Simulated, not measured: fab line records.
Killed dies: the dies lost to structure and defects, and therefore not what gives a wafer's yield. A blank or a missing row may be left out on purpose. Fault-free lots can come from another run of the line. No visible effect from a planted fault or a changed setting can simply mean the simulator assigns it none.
The same fault as seen by 2 desks | flow sky130 | only its own numbers are on each desk; what lay behind them is given at the end

## AT THE METROLOGY DESK
Means of the sampled wafers that have a number, per lot and without regard to the tool the lot ran on: this is what the gauges read. If a lot's mean is further than 4 standard deviations from the usual mean, the lot is out of limits and carries the mark OUT (the distance appears in the brackets).
Columns: A = GATE_OXIDE_OXIDATION_00_THK at SKY_GATE_OXIDE_THK_MEAS_02, usual 10.20 nm; B = cd nm at SKY_METAL2_CD_MEAS_15, usual 139.7 nm
lot  | first seen here | A     | B
L291 | day 12 17:02    | 9.99  | 139.6
L292 | day 13 01:05    | 10.40 | 139.0
L295 | day 14 08:47    | 10.55 | 140.6
L296 | day 14 13:04    | 10.21 | 139.3
L300 | day 15 20:07    | 10.41 | 142.2
L301 | day 16 01:31    | 10.36 | 139.4
L305 | day 18 07:10    | 10.14 | 139.3
L309 | day 19 08:30    | 10.05 | 138.6
L310 | day 19 21:46    | 10.17 | 139.4
L313 | day 20 11:14    | 10.38 | 138.8
L314 | day 20 16:19    | 10.33 | 139.7
This desk's finding: nothing out of limits on any of the 11 lots.

## THE TOOL OWNER'S DESK: iline stepper-01
The tool's own readings at SKY_CAP2M_EXPOSE_09 (exposes mask CAP2M, target cd 1000 nm): means of the sampled wafers that have a number, for each lot that ran on this tool. If a lot's mean is further than 4 standard deviations from the usual mean, the lot is out of limits and carries the mark OUT (the distance appears in the brackets).
Columns: A = exposure dose mJ cm2 at SKY_CAP2M_EXPOSE_09, usual 159.00; B = stage vel mm s at SKY_CAP2M_EXPOSE_09, usual 500.01 mm/s
lot  | first seen here | A                | B
L291 | day 40 03:24    | 158.88           | 500.11
L292 | day 40 13:25    | 158.88           | 500.01
L295 | day 41 18:57    | 155.91 (-19) OUT | 500.00
L300 | day 43 00:16    | 156.01 (-19) OUT | 500.52
L301 | day 43 03:09    | 156.15 (-18) OUT | 499.92
This desk's finding: out of limits on L295, L300, L301; first on L295, day 41 18:57 (exposure dose mJ cm2 at SKY_CAP2M_EXPOSE_09). In limits: L291, L292.

## PUT TOGETHER
At day 41 18:57, on L295, L300, L301, the tool owner's desk was in a position to raise an alarm.
Nothing out of limits was seen by the metrology desk.
The metrology desk has L295, L300, L301 on record, within its limits.
The lots listed all ran SKY_CAP2M_EXPOSE_09 on iline stepper-01.

## WHAT THE SIMULATOR HAD PUT IN
Drift in process parameters on iline stepper-01 at SKY_CAP2M_EXPOSE_09, starting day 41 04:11. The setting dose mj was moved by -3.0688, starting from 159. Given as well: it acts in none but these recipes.
Lots struck among those shown: L295, L300, L301.
Time in hours from fault onset to the first out-of-limits reading at each desk: the tool owner's desk, 15.
